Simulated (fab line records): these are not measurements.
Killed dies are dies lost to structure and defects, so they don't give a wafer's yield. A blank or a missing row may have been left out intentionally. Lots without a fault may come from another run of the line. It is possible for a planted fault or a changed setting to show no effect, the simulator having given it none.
fab line records    flow sky130
[record] lots = 6  wafers = 18  lastDay = 47
route steps=708 shown CAP2M@615 METAL4@621
lots with no fault: from the same line, run without faults
startH: hours from the record's opening day to when the first of the lot's shown wafers began    waitH: hours from the lot's prior step to this one    " unchanged from the row above    L1.1+2: one row covering several wafers at once    - value missing, or start not given    * or withheld: withheld    < > ~ a bound
route shown NAME@n: NAME is a module with steps in the file, n the number in the route of the first one    usual: the fault-free wafers' mean and standard deviation    same: alike in all rows    chamber/n: place in a boat    sites: the reading at each site    _std_site: how widely they spread, as a standard deviation    _edge_site: the outer-site mean with the inner-site mean subtracted    radiusMm: for every site, how far away it sits from the centre of the wafer    mask NAME#n: copy n    behind: the tool/chamber that last shaped the wafer    hold: why the lot was held/for how many hours/how that ended    device: the n, p or np transistor that did not switch    end of line: the route-end tests of the same wafers    a step without rows: its recipe alone    killed: the dies lost at the first sort to structure and to defects; this is not the yield of the wafer    map: a wafer's dies, marking killed ones x, the rest . and places with no die _
set.NAME: the setting the step ran with; set.NAME@STEP: the setting that earlier step ran with    model.NAME: the simulator's own value behind a step, which no gauge read
lots seen at some steps along the route; tables by step, rows by wafer
services: the hour from which a tool's chamber was out of use, counted from the record's first day as startH (under 0 if before that day), plus the number of hours and why
[[steps]]
[step SKY_CAP2M_OVL_MEAS_12]
[usual] CAP2M_OVL = -0.3/1.4
lot.wafer  tool        chamber  startH   waitH  CAP2M_OVL[nm]
L657.1     overlay-02  -        978.68   0.1    -2.9
L657.3     "           -        "        "      -3.0
L657.6     "           -        "        "      -1.5
L658.2     overlay-01  -        985.39   0.1    1.4
L658.5     "           -        "        "      0.8
L658.6     "           -        "        "      -1.0
L660.1     overlay-01  -        1007.93  0.1    -0.1
L660.2     "           -        "        "      -2.0
L660.4     "           -        "        "      -2.5
L662.1     overlay-02  -        1009.39  0.1    0.2
L662.2     "           -        "        "      0.6
L662.4     "           -        "        "      -0.2
L675.1     overlay-02  -        1092.04  0.1    -1.0
L675.5     "           -        "        "      -2.7
L675.6     "           -        "        "      -1.2
L676.1     overlay-01  -        1096.63  0.1    0.8
L676.2     "           -        "        "      1.6
L676.6     "           -        "        "      0.2
[step SKY_CAP2M_METAL_ETCH_13]
[recipe] targetDepthNm = 220  stopOn = SiO2  chemistry = Cl2/BCl3  target = TiN  pressureMtorr = 10  icpW = 900  biasW = 48.5  Cl2_flow_sccm = 60  bcl3FlowSccm = 30  timeS = 62.9
[usual] drypumpMotorCurrentA = 5.46/0.24  oesProductAu = 0.944/0.0077  throttleValvePct = 21.901/0.011
lot.wafer  tool         chamber  startH   waitH  drypumpMotorCurrentA  oesProductAu  rfHoursCounterH  throttleValvePct
L657.1     rieMetal-04  0        978.72   0.0    5.27                  0.953         3                21.897
L657.3     "            0        "        "      5.28                  0.963         -                21.885
L657.6     "            0        "        "      5.29                  0.950         -                21.890
L658.2     rieMetal-01  0        985.42   0.0    5.18                  0.952         11               21.913
L658.5     "            0        "        "      5.17                  0.945         -                21.900
L658.6     "            1        "        "      5.24                  0.944         -                21.905
L660.1     rieMetal-02  0        1007.97  0.0    5.72                  0.942         12               21.895
L660.2     "            1        "        "      5.71                  0.946         7                21.886
L660.4     "            1        "        "      5.71                  0.934         -                21.924
L662.1     rieMetal-01  1        1009.42  0.0    5.24                  0.930         9                21.912
L662.2     "            1        "        "      5.23                  0.939         -                21.904
L662.4     "            1        "        "      5.22                  0.932         -                21.900
L675.1     rieMetal-01  1        1092.07  0.0    5.24                  0.935         16               21.903
L675.5     "            0        "        "      5.18                  0.947         -                21.897
L675.6     "            1        "        "      5.24                  0.932         -                21.906
L676.1     rieMetal-02  0        1096.67  0.0    5.71                  0.942         17               21.898
L676.2     "            0        "        "      5.73                  0.960         -                21.893
L676.6     "            0        "        "      5.71                  0.957         -                21.920
[step SKY_CAP2M_STRIP_14]
[recipe] chemistry = O2/N2  powerW = 1400  pressureMtorr = 1500  platenTempC = withheld  o2FlowSccm = 3000  n2FlowSccm = 300  overashFraction = 0.5
[usual] drypumpMotorCurrentA = 5.6/0.32  oesProductAu = 0.710/0.0044  stripTimeToEndpointS = 12.66/0.052
lot.wafer  tool            chamber  startH   waitH  drypumpMotorCurrentA  oesProductAu  rfHoursCounterH  stripTimeToEndpointS
L657.1     plasmaAsher-03  0        978.79   0.1    5.2                   0.716         52               12.73
L657.3     "               1        "        "      5.7                   0.711         -                12.75
L657.6     "               0        "        "      5.2                   0.707         -                12.76
L658.2     plasmaAsher-04  0        985.50   0.1    5.2                   0.706         118              12.71
L658.5     "               0        "        "      5.2                   0.708         -                12.67
L658.6     "               1        "        "      5.7                   0.713         -                12.66
L660.1     plasmaAsher-01  0        1008.04  0.1    5.7                   0.703         84               12.65
L660.2     "               1        "        "      6.1                   0.704         84               12.63
L660.4     "               1        "        "      6.1                   0.707         -                12.59
L662.1     plasmaAsher-03  0        1009.58  0.1    5.2                   0.711         55               12.63
L662.2     "               1        "        "      5.7                   0.703         55               12.64
L662.4     "               1        "        "      5.7                   0.714         -                12.63
L675.1     plasmaAsher-01  0        1092.15  0.1    5.7                   0.701         93               12.68
L675.5     "               0        "        "      5.7                   0.704         -                12.64
L675.6     "               1        "        "      6.1                   0.706         -                12.65
L676.1     plasmaAsher-03  1        1096.82  0.1    5.7                   0.710         65               12.68
L676.2     "               0        "        "      5.2                   0.718         65               12.70
L676.6     "               1        "        "      5.7                   0.712         -                12.69
[step SKY_CAP2M_STRIP_15]
[recipe] chemistry = postEtchResidueRemover  timeS = 1200  tempC = 72.5
[step SKY_CAP2M_CLEAN_16]
[recipe] chemistry = IPA  timeS = 180  tempC = 25
[step SKY_CAP2M_CLEAN_17]
[recipe] chemistry = O3/DIW  dry = n2Spin
[step SKY_METAL4_DEHYDRATE_05]
[recipe] tempC = 200  timeS = 60
[step SKY_METAL4_HMDS_06]
[recipe] primeTimeS = 60  primeTempC = 120
[step SKY_METAL4_COAT_07]
[recipe] resist = BARC  tempC = withheld  timeS = withheld  spinRpm = 3000  resistThkNm = 60
[step SKY_METAL4_COAT_08]
[recipe] resist = KrF-thick  spinRpm = 3000  resistThkNm = 1140
[step SKY_METAL4_SOFTBAKE_09]
[recipe] tempC = 100  timeS = 90  resist = KrF-thick
[step SKY_METAL4_EXPOSE_10]
[recipe] maskId = MM4  na = 0.68  sourceShape = annular  sigmaInner = 0.4  sigmaOuter = 0.8  targetCdNm = 300  doseMj = 28
[step SKY_METAL4_PEB_11]
[recipe] pebTempC = withheld  pebTimeS = withheld  resist = KrF-thick
[usual] chillPlateTempC = *  exhaustPa = 45.0/0.95
lot.wafer  tool           chamber  startH  waitH  chillPlateTempC  exhaustPa
L657.1     lithoTrack-01  0        1003    -      *                45.7
L657.3     "              0        "       "      *                44.6
L657.6     "              0        "       "      *                45.0
L658.2     lithoTrack-01  0        1008    -      *                44.6
L658.5     "              0        1009    -      *                44.3
L658.6     "              0        "       "      *                44.9
L660.1     lithoTrack-01  0        1031    -      *                44.8
L660.2     "              0        "       "      *                44.9
L660.4     "              0        "       "      *                44.4
L662.1     lithoTrack-03  0        1032    -      *                47.4
L662.2     "              0        "       "      *                45.3
L662.4     "              0        1033    -      *                45.0
L675.1     lithoTrack-03  -        1112    -      -                -
L675.5     "              -        "       "      -                -
L675.6     "              -        "       "      -                -
L676.1     lithoTrack-03  -        1116    -      -                -
L676.2     "              -        "       "      -                -
L676.6     "              -        "       "      -                -
[step SKY_METAL4_DEVELOP_12]
[recipe] developTimeS = 60  resist = KrF-thick  devTempC = 21
[[services]]
tool            chamber  startH   hours  kind
rieMetal-04     -        1003.10  14.6   pm
plasmaAsher-03  -        1003.20  2.1    repair
rieMetal-01     0        1003.45  23.9   repair
rieMetal-04     -        1019.08  6.4    repair
rieMetal-01     -        1026.39  2.8    pm
rieMetal-04     1        1032.74  3.1    repair
plasmaAsher-01  -        1054.37  3.6    repair
plasmaAsher-04  -        1055.34  9.0    pm
plasmaAsher-04  0        1055.34  9.0    ventCycle
plasmaAsher-04  1        1055.34  9.0    ventCycle
plasmaAsher-04  0        1064.34  -      clean
plasmaAsher-04  1        1064.34  -      clean
rieMetal-04     -        1075.04  2.8    pm
rieMetal-02     0        1078.69  11.9   repair
plasmaAsher-04  -        1082.18  1.8    repair
plasmaAsher-04  -        1084.24  11.4   repair
rieMetal-04     1        1086.66  51.4   repair
rieMetal-02     1        1094.67  2.1    repair
plasmaAsher-01  -        1095.92  1.5    repair
rieMetal-01     -        1105.21  14.6   pm
[[key]]
[firstSign] step = SKY_METAL4_PEB_11  reading = toolRecord  direction = missing
effect none on later readings
metAt SKY_METAL4_PEB_11
struckWafers L675.1,L675.5,L675.6,L676.1,L676.2,L676.6
laterRowsLeftOut L675.1,L675.5,L675.6,L676.1,L676.2,L676.6
sortLeftOut L675.1,L675.5,L675.6,L676.1,L676.2,L676.6
onsetBetween 1032 1112
[fault] kind = skippedStepWhole  tool = lithoTrack-03  chamber = -  onsetH = 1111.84  steps = SKY_METAL4_PEB_11  scope = struckLotsOnly
// sortLeftOut: the simulated sort isn't trusted on such a fault, so these wafers' sort isn't shown, and their yield isn't known
// laterRowsLeftOut: the simulator's readings of these wafers behind a module that went badly wrong aren't trusted and aren't shown, but for the sort
